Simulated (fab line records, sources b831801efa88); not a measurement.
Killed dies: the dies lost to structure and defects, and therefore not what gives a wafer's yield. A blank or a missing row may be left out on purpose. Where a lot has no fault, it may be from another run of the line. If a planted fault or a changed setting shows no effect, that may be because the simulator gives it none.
Tool commonality check / flow gf180mcu / Sampled: 13 lots, 39 wafers

== THE REASON FOR OPENING IT ==
Of 13 lots, 3 have the reading MVSD_RS flagged at GF_VT_IMPLANT_RS_MEAS_46. Fault-free wafers read 456.7 ohm/sq, with a standard deviation of 1.1.
Rule: a lot is flagged in two cases, either no wafer of it has a number, or all its wafers with numbers fall more than 4 standard deviations from that mean. All remaining lots are regarded as sound.

lot=L495; measured=day 7 16:42; on=filmMetro-04; MVSD_RS (ohm/sq), wafer by wafer=458.4 456.5 456.5; flag=
lot=L496; measured=day 7 21:09; on=filmMetro-02; MVSD_RS (ohm/sq), wafer by wafer=458.9 457.3 458.2; flag=
lot=L497; measured=day 8 01:43; on=filmMetro-02; MVSD_RS (ohm/sq), wafer by wafer=456.0 456.9 457.5; flag=
lot=L500; measured=day 9 00:44; on=filmMetro-01; MVSD_RS (ohm/sq), wafer by wafer=458.1 456.9 456.5; flag=
lot=L502; measured=day 9 12:31; on=filmMetro-02; MVSD_RS (ohm/sq), wafer by wafer=456.8 458.5 459.9; flag=
lot=L505; measured=day 10 07:11; on=filmMetro-04; MVSD_RS (ohm/sq), wafer by wafer=455.6 456.8 455.7; flag=
lot=L506; measured=day 10 15:36; on=filmMetro-01; MVSD_RS (ohm/sq), wafer by wafer=400.8 401.0 400.5; flag=FLAGGED
lot=L507; measured=day 10 21:31; on=filmMetro-04; MVSD_RS (ohm/sq), wafer by wafer=401.7 400.6 400.4; flag=FLAGGED
lot=L510; measured=day 11 22:11; on=filmMetro-02; MVSD_RS (ohm/sq), wafer by wafer=402.0 401.5 401.7; flag=FLAGGED
lot=L513; measured=day 12 14:04; on=filmMetro-04; MVSD_RS (ohm/sq), wafer by wafer=457.8 458.6 456.3; flag=
lot=L515; measured=day 13 04:21; on=filmMetro-02; MVSD_RS (ohm/sq), wafer by wafer=456.5 456.6 456.1; flag=
lot=L516; measured=day 13 06:45; on=filmMetro-04; MVSD_RS (ohm/sq), wafer by wafer=454.1 454.7 455.4; flag=
lot=L517; measured=day 13 18:25; on=filmMetro-01; MVSD_RS (ohm/sq), wafer by wafer=458.1 457.0 456.9; flag=
The mean of the flagged lots' numbers is 401.1 ohm/sq, -55.6 ohm/sq from the usual (-51 standard deviations).

== EACH LOT AND THE TOOL IT RAN ON ==
The record holds 1 process step before the reading, out of a route of 602 steps. Read each cell as the tool, then ch plus the chambers that the sampled wafers visited, then the start.
lot=L495; flag=; GF_MVSD_IMPLANT_09=implanter-03 ch 0, day 4 12:38
lot=L496; flag=; GF_MVSD_IMPLANT_09=implanter-03 ch 0, day 4 15:55
lot=L497; flag=; GF_MVSD_IMPLANT_09=implanter-01 ch 0, day 4 21:01
lot=L500; flag=; GF_MVSD_IMPLANT_09=implanter-03 ch 0, day 5 16:28
lot=L502; flag=; GF_MVSD_IMPLANT_09=implanter-03 ch 0, day 6 03:29
lot=L505; flag=; GF_MVSD_IMPLANT_09=implanter-01 ch 0, day 6 19:28
lot=L506; flag=FLAGGED; GF_MVSD_IMPLANT_09=implanter-03 ch 0, day 7 03:41
lot=L507; flag=FLAGGED; GF_MVSD_IMPLANT_09=implanter-01 ch 0, day 7 10:01
lot=L510; flag=FLAGGED; GF_MVSD_IMPLANT_09=implanter-01 ch 0, day 8 04:29
lot=L513; flag=; GF_MVSD_IMPLANT_09=implanter-01 ch 0, day 8 20:13
lot=L515; flag=; GF_MVSD_IMPLANT_09=implanter-01 ch 0, day 9 08:08
lot=L516; flag=; GF_MVSD_IMPLANT_09=implanter-01 ch 0, day 9 12:26
lot=L517; flag=; GF_MVSD_IMPLANT_09=implanter-01 ch 0, day 9 20:38
These steps, and what they do:
- GF_MVSD_IMPLANT_09
- GF_VT_IMPLANT_RS_MEAS_46: measures by four-point-probe.

== FLAGGED AGAINST TOTAL, ONE TOOL AT A TIME (gauges that did the reading follow at the end) ==
step=GF_MVSD_IMPLANT_09; tool=implanter-01; lots run=8; flagged=2; share of the flagged lots=some; sound lots run after its first flagged lot=4 (L513,L515,L516,L517)
step=GF_MVSD_IMPLANT_09; tool=implanter-03; lots run=5; flagged=1; share of the flagged lots=some; sound lots run after its first flagged lot=0
step=GF_VT_IMPLANT_RS_MEAS_46; tool=filmMetro-01; lots run=3; flagged=1; share of the flagged lots=some; sound lots run after its first flagged lot=1 (L517)
step=GF_VT_IMPLANT_RS_MEAS_46; tool=filmMetro-02; lots run=5; flagged=1; share of the flagged lots=some; sound lots run after its first flagged lot=1 (L515)
step=GF_VT_IMPLANT_RS_MEAS_46; tool=filmMetro-04; lots run=5; flagged=1; share of the flagged lots=some; sound lots run after its first flagged lot=2 (L513,L516)

== THE TABLE: WHAT IT ALLOWS ==
No row of the table ran every flagged lot.

== WHAT THE SIMULATOR HAD INSERTED ==
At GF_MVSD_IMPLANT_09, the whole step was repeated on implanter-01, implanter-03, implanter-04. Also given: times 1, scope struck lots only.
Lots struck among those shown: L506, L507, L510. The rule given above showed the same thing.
